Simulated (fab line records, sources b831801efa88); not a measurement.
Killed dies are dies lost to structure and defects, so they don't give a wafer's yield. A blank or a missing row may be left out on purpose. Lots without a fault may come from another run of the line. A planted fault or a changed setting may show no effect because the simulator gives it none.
Which tool did it? | flow sky130 | 12 lots, 36 wafers sampled, at 1 step of a route of 708

WHAT THE GAUGES READ, wafer by wafer
SKY_FIELD_ISO_CD_MEAS_13: target cd 150 nm.
lot  | measured    | on        | cd_nm (nm)
L075 | day 2 18:25 | cd_sem-02 | 149.7 148.4 150.1
L077 | day 2 22:12 | cd_sem-02 | 150.3 148.5 149.3
L079 | day 3 08:26 | cd_sem-02 | 151.3 151.0 151.6
L081 | day 3 20:30 | cd_sem-02 | 150.0 149.8 150.0
L083 | day 4 04:39 | cd_sem-01 | 150.6 148.6 148.8
L085 | day 4 13:35 | cd_sem-02 | 149.3 150.4 149.0
L087 | day 5 00:17 | cd_sem-02 | 148.6 149.0 148.2
L089 | day 5 13:11 | cd_sem-02 | 149.3 149.8 149.8
L091 | day 5 22:15 | cd_sem-02 | 149.9 149.8 150.5
L093 | day 6 06:42 | cd_sem-02 | 147.7 147.7 150.4
L095 | day 6 18:03 | cd_sem-01 | 146.9 147.2 149.3
L097 | day 7 04:37 | cd_sem-02 | 151.8 152.0 151.2

WHICH TOOL RAN EACH LOT (tool, then ch and the chambers of the sampled wafers, then the start)
The record holds no process step before these readings.

THE ANSWER, worked out from the rows above alone
Rule: what is usual is taken from the lots themselves. Put in order of their means at a reading, lots are off if they are a third of the lots or fewer, leave a main group of 4 or more, and stand apart from it by a gap of 3 or more times the standard deviation of the main group's means; of several such gaps the widest counts. A main group whose means are all the same, to the digits that the tables above print for the reading, isn't used. A lot without any number at a reading at which 4 lots or more have one is off too. The other lots that the step has rows for count as sound.
No lot is off at any reading shown: from this, nothing can be told.

WHAT THE SIMULATOR HAD PUT IN
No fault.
